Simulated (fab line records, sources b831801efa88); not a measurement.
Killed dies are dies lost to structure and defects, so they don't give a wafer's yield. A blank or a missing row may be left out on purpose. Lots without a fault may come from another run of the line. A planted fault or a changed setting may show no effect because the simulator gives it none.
Problem report in the 8D (eight disciplines) form, filled by code | flow sky130 | the parts of the form that need people (team, actions taken, sign-off) are left out

1. THE PROBLEM
cathode_dc_power_W at SKY_METAL3_SPUTTER_04 reads a mean of 5261.9 W on 6 wafers of 2 lots; wafers without a fault read 6500.0 W with a standard deviation of 1.3. That is -99 or more standard deviations from the usual mean.
The step: material TiN, target thk 70 nm, time 58.3 s.
First seen on wafer L255.2, day 40 15:42, on pvd_sputter-02. The record holds 39 wafers of 13 lots with a number at this step. Rule for "out", or "out of limits": more than 4 standard deviations from the usual mean. The other wafers with a number count as sound.

2. WHAT IT IS AND WHAT IT IS NOT
question                    | is                     | is not
which readings at this step | cathode_dc_power_W     | throttle_valve_pct
which lots                  | L255, L256             | L242, L243, L245, L246, L248, L250, L251, L252, L253, L264, L265
which wafers of those lots  | all that have a number | -
read on which tools         | pvd_sputter-02         | pvd_sputter-01, pvd_sputter-04
when                        | from day 40 15:42      | up to then (27 sound wafers); but 6 sound wafers of L264, L265 came after

3. SUSPECTS, AND WHAT RULES EACH OUT
Counting: a tool at a process step up to the reading stays a suspect if it ran every lot that is out and no sound lot after the first of them.
- pvd_sputter-02 at SKY_METAL3_SPUTTER_04 (material TiN, target thk 70 nm, time 58.3 s): ruled out as a lasting fault. Sound lots L265 ran on it after its first lot that is out, L255 (day 40 15:42).
Left after counting: nothing in the record.

4. THE CAUSE (what the simulator had put in)
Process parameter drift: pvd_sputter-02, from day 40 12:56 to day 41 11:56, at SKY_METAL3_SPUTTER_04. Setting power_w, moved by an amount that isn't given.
Counting ruled it out, wrongly.

5. THE CHAIN OF EFFECTS, in route order
Each row: a reading whose mean over the struck wafers that have a number lies more than 3 standard deviations from the usual. Only readings for which the record gives a usual standard deviation are gone through. hours: the time from each lot's start at the first step in this table that gives one to its start at this step, as a median over the lots. sigmas: the change in usual standard deviations.
hours | step                  | reading            | usual    | on struck wafers | change  | sigmas
0     | SKY_METAL3_SPUTTER_04 | cathode_dc_power_W | 6500.0 W | 5261.9           | -1238.1 | -99 or more
The process steps in it:
- SKY_METAL3_SPUTTER_04: material TiN, target thk 70 nm, time 58.3 s.

6. WHAT WOULD HAVE CAUGHT IT SOONER
In this record the first reading out of limits was taken at day 40 15:42, 3 hours after the fault began at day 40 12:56.
